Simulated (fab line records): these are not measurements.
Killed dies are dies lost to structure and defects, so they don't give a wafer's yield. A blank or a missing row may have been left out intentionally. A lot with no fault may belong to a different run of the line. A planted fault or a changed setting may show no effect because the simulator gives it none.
Which tool was responsible? || flow sky130 || 13 lots, 39 wafers sampled, at 4 steps of a route of 708

== WHAT THE GAUGES READ, wafer by wafer ==
SKY_VT_ADJUST_HVTR_OVL_MEAS_08.
{"lot": "L548", "measured": "day 10 06:42", "on": "overlay-02", "VT_ADJUST_HVTR_OVL (nm)": "-0.3 -0.2 -0.3"}
{"lot": "L549", "measured": "day 10 07:52", "on": "overlay-02", "VT_ADJUST_HVTR_OVL (nm)": "1.2 -1.6 -1.2"}
{"lot": "L550", "measured": "day 10 16:46", "on": "overlay-02", "VT_ADJUST_HVTR_OVL (nm)": "1.0 0.3 0.2"}
{"lot": "L553", "measured": "day 11 12:08", "on": "overlay-01", "VT_ADJUST_HVTR_OVL (nm)": "-0.1 0.8 -0.5"}
{"lot": "L554", "measured": "day 11 16:58", "on": "overlay-02", "VT_ADJUST_HVTR_OVL (nm)": "-0.8 -0.8 -2.1"}
{"lot": "L555", "measured": "day 12 01:51", "on": "overlay-02", "VT_ADJUST_HVTR_OVL (nm)": "1.3 1.0 2.6"}
{"lot": "L556", "measured": "day 12 09:34", "on": "overlay-02", "VT_ADJUST_HVTR_OVL (nm)": "-2.1 -1.5 -2.8"}
{"lot": "L557", "measured": "day 12 11:34", "on": "overlay-01", "VT_ADJUST_HVTR_OVL (nm)": "-1.1 -2.0 -0.9"}
{"lot": "L561", "measured": "day 13 20:16", "on": "overlay-02", "VT_ADJUST_HVTR_OVL (nm)": "0.7 0.0 0.6"}
{"lot": "L567", "measured": "day 15 13:46", "on": "overlay-01", "VT_ADJUST_HVTR_OVL (nm)": "-2.0 -2.9 -1.9"}
{"lot": "L569", "measured": "day 16 14:40", "on": "overlay-02", "VT_ADJUST_HVTR_OVL (nm)": "-2.0 -0.3 0.2"}
{"lot": "L570", "measured": "day 16 17:46", "on": "overlay-01", "VT_ADJUST_HVTR_OVL (nm)": "-3.0 -2.0 -1.4"}
{"lot": "L571", "measured": "day 16 21:59", "on": "overlay-01", "VT_ADJUST_HVTR_OVL (nm)": "0.9 -0.3 1.0"}

SKY_SONOS_ONO_THK_MEAS_05.
{"lot": "L548", "measured": "day 12 14:43", "on": "film-metro-02", "SONOS_ONO_CVD_04_THK (nm)": "5.77 5.88 5.88"}
{"lot": "L549", "measured": "day 12 14:43", "on": "film-metro-03", "SONOS_ONO_CVD_04_THK (nm)": "5.89 5.80 5.81"}
{"lot": "L550", "measured": "day 13 01:31", "on": "film-metro-01", "SONOS_ONO_CVD_04_THK (nm)": "5.76 5.65 5.74"}
{"lot": "L553", "measured": "day 13 21:16", "on": "film-metro-02", "SONOS_ONO_CVD_04_THK (nm)": "5.58 5.64 5.67"}
{"lot": "L554", "measured": "day 14 03:32", "on": "film-metro-01", "SONOS_ONO_CVD_04_THK (nm)": "5.90 5.79 5.87"}
{"lot": "L555", "measured": "day 14 13:34", "on": "film-metro-03", "SONOS_ONO_CVD_04_THK (nm)": "5.73 5.71 5.65"}
{"lot": "L556", "measured": "day 14 17:46", "on": "film-metro-01", "SONOS_ONO_CVD_04_THK (nm)": "5.58 5.61 5.64"}
{"lot": "L557", "measured": "day 14 20:37", "on": "film-metro-01", "SONOS_ONO_CVD_04_THK (nm)": "5.58 5.43 5.55"}
{"lot": "L561", "measured": "day 16 09:47", "on": "film-metro-01", "SONOS_ONO_CVD_04_THK (nm)": "5.59 5.51 5.49"}
{"lot": "L567", "measured": "day 18 06:02", "on": "film-metro-02", "SONOS_ONO_CVD_04_THK (nm)": "5.79 5.69 5.71"}
{"lot": "L569", "measured": "day 19 09:01", "on": "film-metro-03", "SONOS_ONO_CVD_04_THK (nm)": "5.53 5.64 5.50"}
{"lot": "L570", "measured": "day 19 11:53", "on": "film-metro-03", "SONOS_ONO_CVD_04_THK (nm)": "5.59 5.56 5.49"}
{"lot": "L571", "measured": "day 19 17:06", "on": "film-metro-03", "SONOS_ONO_CVD_04_THK (nm)": "5.29 5.37 5.36"}

== TOOL THAT RAN EACH LOT (tool first, then ch and the chambers of the sampled wafers, then the start) ==
{"lot": "L548", "SKY_NWELL_STRIP_14": "plasma-asher-02 ch 0,1, day 5 02:11", "SKY_VT_ADJUST_HVTP_IMPLANT_09": "implanter-01 ch 0, day 6 16:52"}
{"lot": "L549", "SKY_NWELL_STRIP_14": "plasma-asher-01 ch 0,1, day 5 02:59", "SKY_VT_ADJUST_HVTP_IMPLANT_09": "implanter-01 ch 0, day 6 18:03"}
{"lot": "L550", "SKY_NWELL_STRIP_14": "plasma-asher-01 ch 0,1, day 5 10:05", "SKY_VT_ADJUST_HVTP_IMPLANT_09": "implanter-03 ch 0, day 7 01:32"}
{"lot": "L553", "SKY_NWELL_STRIP_14": "plasma-asher-03 ch 0,1, day 6 03:13", "SKY_VT_ADJUST_HVTP_IMPLANT_09": "implanter-02 ch 0, day 7 19:33"}
{"lot": "L554", "SKY_NWELL_STRIP_14": "plasma-asher-03 ch 0,1, day 6 06:49", "SKY_VT_ADJUST_HVTP_IMPLANT_09": "implanter-03 ch 0, day 7 22:16"}
{"lot": "L555", "SKY_NWELL_STRIP_14": "plasma-asher-01 ch 0,1, day 6 12:49", "SKY_VT_ADJUST_HVTP_IMPLANT_09": "implanter-01 ch 0, day 8 06:12"}
{"lot": "L556", "SKY_NWELL_STRIP_14": "plasma-asher-03 ch 0,1, day 6 20:59", "SKY_VT_ADJUST_HVTP_IMPLANT_09": "implanter-02 ch 0, day 8 14:13"}
{"lot": "L557", "SKY_NWELL_STRIP_14": "plasma-asher-02 ch 0,1, day 6 21:56", "SKY_VT_ADJUST_HVTP_IMPLANT_09": "implanter-02 ch 0, day 8 16:11"}
{"lot": "L561", "SKY_NWELL_STRIP_14": "plasma-asher-01 ch 1, day 7 21:41", "SKY_VT_ADJUST_HVTP_IMPLANT_09": "implanter-02 ch 0, day 9 18:47"}
{"lot": "L567", "SKY_NWELL_STRIP_14": "plasma-asher-03 ch 0,1, day 9 06:07", "SKY_VT_ADJUST_HVTP_IMPLANT_09": "implanter-03 ch 0, day 11 04:53"}
{"lot": "L569", "SKY_NWELL_STRIP_14": "plasma-asher-01 ch 0,1, day 10 03:44", "SKY_VT_ADJUST_HVTP_IMPLANT_09": "implanter-01 ch 0, day 12 02:45"}
{"lot": "L570", "SKY_NWELL_STRIP_14": "plasma-asher-01 ch 0,1, day 10 05:56", "SKY_VT_ADJUST_HVTP_IMPLANT_09": "implanter-01 ch 0, day 12 04:59"}
{"lot": "L571", "SKY_NWELL_STRIP_14": "plasma-asher-02 ch 0,1, day 10 10:04", "SKY_VT_ADJUST_HVTP_IMPLANT_09": "implanter-02 ch 0, day 12 09:59"}
- SKY_NWELL_STRIP_14: strips in O2/N2.
- SKY_VT_ADJUST_HVTP_IMPLANT_09

== AS READ BY THE TOOLS THEMSELVES (means over the sampled wafers that have a number; for cases with no such wafer, the mark the record gives instead) ==
SKY_NWELL_STRIP_14.
{"lot": "L548", "tool": "plasma-asher-02", "chamber-pressure-mTorr (mTorr)": 1500.9, "drypump-motor-current-A (A)": 6.1, "oes-product-au (a.u.)": 0.724, "strip-time-to-endpoint-s (s)": 37.11}
{"lot": "L549", "tool": "plasma-asher-01", "chamber-pressure-mTorr (mTorr)": 1497.2, "drypump-motor-current-A (A)": 5.2, "oes-product-au (a.u.)": 0.728, "strip-time-to-endpoint-s (s)": 36.90}
{"lot": "L550", "tool": "plasma-asher-01", "chamber-pressure-mTorr (mTorr)": 1500.1, "drypump-motor-current-A (A)": 5.2, "oes-product-au (a.u.)": 0.722, "strip-time-to-endpoint-s (s)": 36.94}
{"lot": "L553", "tool": "plasma-asher-03", "chamber-pressure-mTorr (mTorr)": 1499.7, "drypump-motor-current-A (A)": 5.6, "oes-product-au (a.u.)": 0.723, "strip-time-to-endpoint-s (s)": 37.05}
{"lot": "L554", "tool": "plasma-asher-03", "chamber-pressure-mTorr (mTorr)": 1498.7, "drypump-motor-current-A (A)": 5.7, "oes-product-au (a.u.)": 0.722, "strip-time-to-endpoint-s (s)": 36.96}
{"lot": "L555", "tool": "plasma-asher-01", "chamber-pressure-mTorr (mTorr)": 1500.8, "drypump-motor-current-A (A)": 5.2, "oes-product-au (a.u.)": 0.720, "strip-time-to-endpoint-s (s)": 36.80}
{"lot": "L556", "tool": "plasma-asher-03", "chamber-pressure-mTorr (mTorr)": 1499.3, "drypump-motor-current-A (A)": 5.7, "oes-product-au (a.u.)": 0.722, "strip-time-to-endpoint-s (s)": 37.01}
{"lot": "L557", "tool": "plasma-asher-02", "chamber-pressure-mTorr (mTorr)": 1499.0, "drypump-motor-current-A (A)": 6.1, "oes-product-au (a.u.)": 0.719, "strip-time-to-endpoint-s (s)": 36.80}
{"lot": "L561", "tool": "plasma-asher-01", "chamber-pressure-mTorr (mTorr)": 1500.0, "drypump-motor-current-A (A)": 5.7, "oes-product-au (a.u.)": 0.729, "strip-time-to-endpoint-s (s)": 36.95}
{"lot": "L567", "tool": "plasma-asher-03", "chamber-pressure-mTorr (mTorr)": 1500.8, "drypump-motor-current-A (A)": 5.6, "oes-product-au (a.u.)": 0.725, "strip-time-to-endpoint-s (s)": 36.88}
{"lot": "L569", "tool": "plasma-asher-01", "chamber-pressure-mTorr (mTorr)": 1500.5, "drypump-motor-current-A (A)": 5.5, "oes-product-au (a.u.)": 0.723, "strip-time-to-endpoint-s (s)": 36.94}
{"lot": "L570", "tool": "plasma-asher-01", "chamber-pressure-mTorr (mTorr)": 1500.9, "drypump-motor-current-A (A)": 5.2, "oes-product-au (a.u.)": 0.720, "strip-time-to-endpoint-s (s)": 36.87}
{"lot": "L571", "tool": "plasma-asher-02", "chamber-pressure-mTorr (mTorr)": 1499.9, "drypump-motor-current-A (A)": 5.9, "oes-product-au (a.u.)": 0.718, "strip-time-to-endpoint-s (s)": 36.97}

SKY_VT_ADJUST_HVTP_IMPLANT_09.
{"lot": "L548", "tool": "implanter-01", "beam-energy-keV": 150.01}
{"lot": "L549", "tool": "implanter-01", "beam-energy-keV": 150.02}
{"lot": "L550", "tool": "implanter-03", "beam-energy-keV": 150.04}
{"lot": "L553", "tool": "implanter-02", "beam-energy-keV": 150.03}
{"lot": "L554", "tool": "implanter-03", "beam-energy-keV": 149.99}
{"lot": "L555", "tool": "implanter-01", "beam-energy-keV": 149.97}
{"lot": "L556", "tool": "implanter-02", "beam-energy-keV": 150.02}
{"lot": "L557", "tool": "implanter-02", "beam-energy-keV": 152.37}
{"lot": "L561", "tool": "implanter-02", "beam-energy-keV": 152.38}
{"lot": "L567", "tool": "implanter-03", "beam-energy-keV": 150.05}
{"lot": "L569", "tool": "implanter-01", "beam-energy-keV": 150.04}
{"lot": "L570", "tool": "implanter-01", "beam-energy-keV": 150.01}
{"lot": "L571", "tool": "implanter-02", "beam-energy-keV": 150.00}

== THE ANSWER, worked out from the rows above alone ==
Rule: the lots themselves supply what counts as usual. Put in order of their means at a reading, lots are off if they are a third of the lots or fewer, leave a main group of 4 or more, and stand apart from it by a gap of 3 or more times the standard deviation of the main group's means; of several such gaps the widest counts. The tables above print the reading to a certain number of digits; a main group whose means all agree to those digits is not used. Also off: a lot with no number at a reading for which 4 or more lots have one. The other lots that the step has rows for count as sound. The gauges are gone through in route order, then the tools' own readings, and for those a lot's mean is taken as printed above. At the first step where some lot is off, the reading lying furthest off is the one used; lots without a number count as furthest.
Off, at SKY_VT_ADJUST_HVTP_IMPLANT_09 on beam-energy-keV: L557, L561. The main group has a mean of 150.02 with a standard deviation of 0.023.
If a tool, at that step or one of the process steps before it, ran each lot that is off and ran no sound lot following the first of them, it fits. None of those tried fits.

== WHAT THE SIMULATOR PUT IN ==
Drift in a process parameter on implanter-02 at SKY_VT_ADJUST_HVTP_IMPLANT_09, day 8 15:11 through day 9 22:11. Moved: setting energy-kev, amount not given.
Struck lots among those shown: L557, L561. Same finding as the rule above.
